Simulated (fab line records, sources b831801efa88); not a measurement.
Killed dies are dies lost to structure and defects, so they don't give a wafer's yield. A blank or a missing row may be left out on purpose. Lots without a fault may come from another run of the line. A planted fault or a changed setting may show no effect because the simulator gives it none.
A struck lot beside a sound one | flow sfq_line | 19 steps out of a route of 325
Sound: wafers L874.2, L874.3, L874.6. Struck: wafers L877.4, L877.6. (L877.2 of the same lot was not struck and is left out.) The cause comes at the end.
At each step with rows: each side's tool, then ch and its chambers, then its first start. Under that, the readings that differ: sound wafers | struck wafers | difference of the means | sigmas: that difference in standard deviations of wafers without a fault.
alike: readings whose means differ by less than 2 such deviations, and words and numbers that are the same on both sides. not compared: withheld readings, readings that some wafer has no value for, bounds like >300 that may hide the same value, and numbers for which the record gives no deviation and whose values overlap.
The two part at a step that has a row with sigmas, a row that says differs or no value, or rows on one side only. Numbers that don't overlap but have no deviation are shown without sigmas and don't part them. A reading that every wafer of one side lacks parts them only if that side has two wafers or more.

first, 4 steps without rows for these wafers: SFQ_TRILAYER_I5_LITHO_SOFTBAKE_148; SFQ_TRILAYER_I5_LITHO_EXPOSE_145 (exposes mask I5, target cd 700 nm); SFQ_TRILAYER_I5_LITHO_PEB_147 (peb time 60 s); SFQ_TRILAYER_I5_LITHO_DEVELOP_146 (time 60 s).
SFQ_I5_OVL_MEAS_936:
  sound on overlay-01, day 58 20:23; struck on overlay-01, day 59 23:38
  reading     | sound  | struck  | difference | sigmas
  I5_OVL (nm) | 5 -2 1 | -10 -14 | -13        | -2
SFQ_TRILAYER_I5_BARC_OPEN_VIA_ETCH_200: etches BARC in O2, target depth 125 nm, time 41.7 s.
  sound on rie_diel-01 ch 1,2,3, day 58 20:25; struck on rie_diel-02 ch 0,2, day 59 23:40
  alike: drypump_motor_current_A, oes_product_au, rf_fwd_power_W
  not compared: rf_hours_counter_h
SFQ_TRILAYER_I5_ETCH_VIA_ETCH_147: etches the open film in CHF3, stops on Nb, target depth 360 nm.
  sound on rie_diel-01 ch 1,2,3, day 58 20:27; struck on rie_diel-02 ch 0,2, day 59 23:43
  alike: drypump_motor_current_A, oes_product_au, rf_fwd_power_W
SFQ_TRILAYER_I5_STRIP_STRIP_148: strips in O2.
  sound on rie_metal-04 ch 0,1, day 58 20:36; struck on rie_metal-03 ch 0,1, day 59 23:52
  alike: drypump_motor_current_A, oes_product_au
  not compared: rf_hours_counter_h
then, 4 steps without rows for these wafers: SFQ_TRILAYER_I5_STRIP_SOLV_CLEAN_149 (cleans in NMP, time 600 s); SFQ_TRILAYER_C5_LITHO_COAT_156 (resist thk 62 nm); SFQ_TRILAYER_C5_LITHO_COAT_151 (resist thk 650 nm); SFQ_TRILAYER_C5_LITHO_SOFTBAKE_155.
SFQ_TRILAYER_C5_LITHO_EXPOSE_152: exposes mask C5, target cd 500 nm.
  sound on krf_scanner-02 ch 0, day 58 23:52; struck on krf_scanner-02 ch 0, day 60 01:35
  alike: mask
then, 2 steps without rows for these wafers: SFQ_TRILAYER_C5_LITHO_PEB_154 (peb time 60 s); SFQ_TRILAYER_C5_LITHO_DEVELOP_153 (time 60 s).
SFQ_C5_OVL_MEAS_937:
  sound on overlay-01, day 59 01:11; struck on overlay-01, day 60 02:53
  alike: C5_OVL
SFQ_TRILAYER_C5_BARC_OPEN_VIA_ETCH_210: etches BARC in O2, target depth 125 nm, time 41.7 s.
  sound on rie_diel-04 ch 0,1, day 59 01:13; struck on rie_diel-01 ch 2, day 60 02:55
  reading             | sound             | struck      | difference | sigmas
  model.C5.cd_nm (nm) | 503.3 502.7 502.4 | 508.5 507.9 | +5.4       |
  alike: drypump_motor_current_A, oes_product_au, rf_fwd_power_W
  not compared: rf_hours_counter_h
SFQ_TRILAYER_C5_ETCH_VIA_ETCH_154: etches SiO2 in CHF3, stops on Nb, target depth 84 nm.
  sound on rie_diel-04 ch 0,1, day 59 01:15; struck on rie_diel-01 ch 2, day 60 02:58
  reading             | sound           | struck      | difference | sigmas
  model.C5.cd_nm (nm) | 502.9 503 502.7 | 509.3 508.1 | +5.8       |
  alike: drypump_motor_current_A, oes_product_au, rf_fwd_power_W
SFQ_TRILAYER_C5_STRIP_STRIP_155: strips in O2.
  sound on rie_metal-03 ch 0,1, day 59 01:17; struck on rie_metal-02 ch 0, day 60 03:01
  reading                     | sound       | struck  | difference | sigmas
  drypump_motor_current_A (A) | 5.0 5.0 6.0 | 6.6 6.6 | +1.3       | +2
  alike: oes_product_au
  not compared: rf_hours_counter_h

WHERE THEY PART
First at SFQ_I5_OVL_MEAS_936; last, within this record, at SFQ_TRILAYER_C5_STRIP_STRIP_155.

WHY: what the simulator had put in
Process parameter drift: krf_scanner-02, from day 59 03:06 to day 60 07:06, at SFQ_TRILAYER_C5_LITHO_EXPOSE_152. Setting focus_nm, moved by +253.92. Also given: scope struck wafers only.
